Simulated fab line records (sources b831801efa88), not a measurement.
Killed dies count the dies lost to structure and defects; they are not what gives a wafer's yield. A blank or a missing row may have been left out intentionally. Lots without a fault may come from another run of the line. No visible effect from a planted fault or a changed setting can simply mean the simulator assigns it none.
2 desks, one fault    flow gf180mcu    only its own numbers are on each desk; what lay behind them is given at the end

== METROLOGY DESK ==
What the gauges read for every lot (on any tool): the sampled wafers with a number, averaged. The brackets show how far a lot's mean lies from the usual mean; more than 4 standard deviations puts the lot out of limits, marked OUT.
Columns: A = STI_CVD_23_THK at GF_STI_THK_MEAS_24, usual 650 nm
lot   first seen here  A
L624  day 3 06:26      650
L625  day 3 10:11      652
L626  day 3 15:37      641
L627  day 3 20:41      649
L628  day 4 01:24      652
L632  day 4 22:42      651
L633  day 5 03:58      656
L634  day 5 09:08      652
L635  day 5 14:20      649
L637  day 5 23:49      655
L638  day 6 05:27      643
L639  day 6 10:40      661
L640  day 6 14:58      648
L641  day 6 20:52      653
L642  day 7 01:52      644
This desk's verdict: no lot among the 15 shows anything out of limits.

== THE TOOL OWNER'S DESK: lithoTrack-02 ==
For each lot that ran on this tool, the mean over its sampled wafers that have a number, from the tool's own readings at GF_VT_IMPLANT_PEB_05. The brackets show how far a lot's mean lies from the usual mean; more than 4 standard deviations puts the lot out of limits, marked OUT.
Columns: A = exhaustPa at GF_VT_IMPLANT_PEB_05, usual 45.0 Pa
lot   first seen here  A
L625  day 7 03:32      44.8
L639  day 10 16:59     45.0
This desk's verdict: no lot among the 2 shows anything out of limits.

== TAKEN TOGETHER ==
From the metrology desk's view, nothing was out of limits.
Nothing out of limits was seen by the tool owner's desk.

== WHAT WAS PUT IN BY THE SIMULATOR ==
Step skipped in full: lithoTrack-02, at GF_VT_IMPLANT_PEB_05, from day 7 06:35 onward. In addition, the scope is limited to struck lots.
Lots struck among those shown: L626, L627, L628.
